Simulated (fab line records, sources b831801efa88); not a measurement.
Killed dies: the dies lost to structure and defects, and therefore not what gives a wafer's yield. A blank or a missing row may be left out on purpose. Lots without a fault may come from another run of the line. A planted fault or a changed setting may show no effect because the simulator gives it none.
A lot that was struck, set against a sound lot + flow gf180mcu + 16 steps out of a route of 602
Sound: these wafers, L346.1, L346.3, L346.5. Wafers L355.4, L355.5, L355.6 were the ones struck. The cause is given at the end.
Order at every step that has rows: each side's tool, ch and its chambers, its first start. Under that, the readings that differ: sound wafers + struck wafers + difference of the means + sigmas: that difference in standard deviations of wafers without a fault.
alike: readings whose means differ by less than 2 such deviations, and words and numbers that are the same on both sides. not compared: withheld readings, readings that some wafer has no value for, bounds like >300 that may hide the same value, and numbers for which the record gives no deviation and whose values overlap.
Wherever a step has rows on one side only, a row that says differs or no value, or a row with sigmas, the two part there. When numbers do not overlap yet have no deviation, they are printed without sigmas and do not part them. A reading missing from all wafers of one side parts the sides only when that side holds two or more wafers.

GF_M2_SPUTTER_04: material TiN, target thk 50 nm, time 41.7 s.
  struck on pvd_sputter-02, day 24 09:44; sound on pvd_sputter-02, day 21 08:00
  alike: cathode_dc_power_W, throttle_valve_pct
GF_M2_RS_MEAS_05: measurement is done with a four-point probe.
  struck on film_metro-03, day 24 09:50; sound on film_metro-01, day 21 08:02
| reading             | sound                | struck               | difference | sigmas |
|---------------------|----------------------|----------------------|------------|--------|
| M2_ALCU_RS (ohm/sq) | 0.0686 0.0687 0.0684 | 0.0702 0.0698 0.0710 | +0.0018    | +2     |
GF_M2_THK_MEAS_06: measures by xrf.
  struck on film_metro-03, day 24 09:55; sound on film_metro-01, day 21 08:10
| reading          | sound       | struck      | difference | sigmas |
|------------------|-------------|-------------|------------|--------|
| M2_ALCU_THK (nm) | 451 452 452 | 442 443 437 | -11        | -2     |
then, 7 steps without rows for these wafers: GF_M2_DEHYDRATE_07 (time 60 s); GF_M2_HMDS_08 (prime time 60 s); GF_M2_COAT_09 (resist thk 1000 nm); GF_M2_SOFTBAKE_10 (time 60 s); GF_M2_EXPOSE_11 (exposes mask Metal2, target cd 280 nm); GF_M2_PEB_12 (peb time 90 s); GF_M2_DEVELOP_13 (develop time 60 s).
GF_M2_CD_MEAS_14: target cd 280 nm.
  struck on cd_sem-01, day 25 07:13; sound on cd_sem-01, day 22 07:59
  alike: cd_nm
GF_M2_OVL_MEAS_15:
  struck on overlay-02, day 25 07:18; sound on overlay-01, day 22 08:07
  alike: M2_OVL
GF_M2_METAL_ETCH_16: etches the open film in Cl2/BCl3, stops on SiO2, target depth 750.8 nm, time 125.1 s.
  sound on rie_metal-02 ch 0,1, day 22 08:09; struck on rie_metal-03 ch 0,1, day 25 07:22
| reading                             | sound             | struck            | difference | sigmas      |
|-------------------------------------|-------------------|-------------------|------------|-------------|
| bias_w (W)                          | 140.4 140.4 140.3 | 214.1 214.1 215.4 | +74.2      | +99 or more |
| he_backside_leak_sccm (sccm)        | 3.44 3.43 3.12    | 3.47 3.47 4.40    | +0.45      | +2          |
| model.KrF_of_M2_COAT_09.thk_nm (nm) | 688.4 685 691.7   | 649.4 649.3 635.8 | -43.5      |             |
  alike: drypump_motor_current_A, mfc_cl2_sccm, oes_product_au, throttle_valve_pct
  not compared: rf_hours_counter_h
GF_M2_STRIP_17: strips in O2/N2.
  sound on plasma_asher-01 ch 0,1, day 22 08:17; struck on plasma_asher-01 ch 0,1, day 25 07:29
| reading                      | sound             | struck            | difference | sigmas |
|------------------------------|-------------------|-------------------|------------|--------|
| oes_product_au (a.u.)        | 0.533 0.546 0.547 | 0.518 0.525 0.515 | -0.023     | -5     |
| strip_time_to_endpoint_s (s) | 7.41 7.39 7.44    | 7.03 7.04 6.90    | -0.42      | -7     |
  alike: drypump_motor_current_A, heater_power_w
  not compared: rf_hours_counter_h
then, 1 step without rows for these wafers: GF_M2_STRIP_18 (strips in post etch residue remover, time 1200 s).
GF_PASSIVATION_PROBE_99:
  the record holds rows for the sound wafers here (prober-01, day 31 11:52) but none for the struck ones

WHERE THEY PART
Earliest at GF_M2_RS_MEAS_05; latest, in this record, at GF_PASSIVATION_PROBE_99.

WHY: what had been put in by the simulator
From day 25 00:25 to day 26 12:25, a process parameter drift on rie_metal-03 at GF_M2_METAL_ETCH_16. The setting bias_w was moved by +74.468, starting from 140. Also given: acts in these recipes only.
